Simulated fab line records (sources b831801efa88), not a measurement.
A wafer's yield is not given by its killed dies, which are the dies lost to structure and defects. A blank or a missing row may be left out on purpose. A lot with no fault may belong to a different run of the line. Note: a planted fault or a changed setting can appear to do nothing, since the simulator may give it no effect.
2 desks looking at one fault + flow gf180mcu + each desk holds nothing but its own numbers, with what lay behind them at the end

== DESK OF THE TOOL OWNER: cmp-01 ==
The tool's own readings at GF_V1_CMP_26 (polishes, stops on SiO2, t overpolish 15 s, target thk 0 nm): means of the sampled wafers that have a number, for each lot that ran on this tool. Any lot whose mean is over 4 standard deviations away from the usual mean is out of limits and marked OUT; that distance is given in the brackets.
Columns: A = motor current A at GF_V1_CMP_26, usual 10.8 A; B = overpolish run s at GF_V1_CMP_26, usual 14.999 s; C = platen rpm at GF_V1_CMP_26, usual 60.00 rpm; D = time to endpoint s at GF_V1_CMP_26, usual 85.7 s
| lot  | first seen here | A    | B      | C     | D    |
|------|-----------------|------|--------|-------|------|
| L842 | day 18 12:50    | 10.4 | 14.999 | 60.01 | 87.0 |
| L843 | day 18 20:52    | 10.5 | 14.997 | 60.05 | 88.1 |
| L844 | day 19 11:01    | 11.2 | 15.001 | 60.02 | 86.1 |
| L845 | day 19 17:29    | 10.4 | 14.993 | 59.98 | 87.2 |
| L846 | day 20 03:53    | 11.2 | 15.000 | 60.02 | 83.8 |
| L848 | day 20 20:01    | 10.4 | 14.997 | 60.00 | 83.0 |
| L852 | day 22 13:13    | 10.8 | 14.998 | 59.98 | 86.2 |
Result from this desk: across the 7 lots, nothing is out of limits.

== THE METROLOGY DESK ==
Means of the sampled wafers that have a number, per lot and without regard to the tool the lot ran on: this is what the gauges read. Any lot whose mean is over 4 standard deviations away from the usual mean is out of limits and marked OUT; that distance is given in the brackets.
Columns: A = TOP_METAL_ALCU_THK at GF_TOP_METAL_THK_MEAS_06, usual 896 nm; B = cd nm at GF_TOP_METAL_CD_MEAS_14, usual 439.8 nm
| lot  | first seen here | A   | B     |
|------|-----------------|-----|-------|
| L841 | day 27 09:05    | 905 | 441.6 |
| L842 | day 27 12:55    | 895 | 441.8 |
| L843 | day 27 21:22    | 901 | 441.4 |
| L844 | day 28 08:11    | 894 | 437.7 |
| L845 | day 28 16:02    | 912 | 440.5 |
| L846 | day 28 20:23    | 903 | 443.2 |
| L848 | day 29 10:35    | 895 | 438.2 |
| L849 | day 29 18:16    | 902 | 437.1 |
| L852 | day 30 21:02    | 895 | 441.3 |
| L854 | day 31 05:59    | 891 | 439.0 |
| L856 | day 31 17:01    | 897 | 439.9 |
| L857 | day 31 22:50    | 907 | 441.7 |
| L861 | day 33 01:32    | 887 | 443.0 |
Result from this desk: across the 13 lots, nothing is out of limits.

== BROUGHT TOGETHER ==
The desk of the tool owner found nothing out of limits.
From the metrology desk's view, nothing was out of limits.

== WHAT HAD BEEN PUT IN BY THE SIMULATOR ==
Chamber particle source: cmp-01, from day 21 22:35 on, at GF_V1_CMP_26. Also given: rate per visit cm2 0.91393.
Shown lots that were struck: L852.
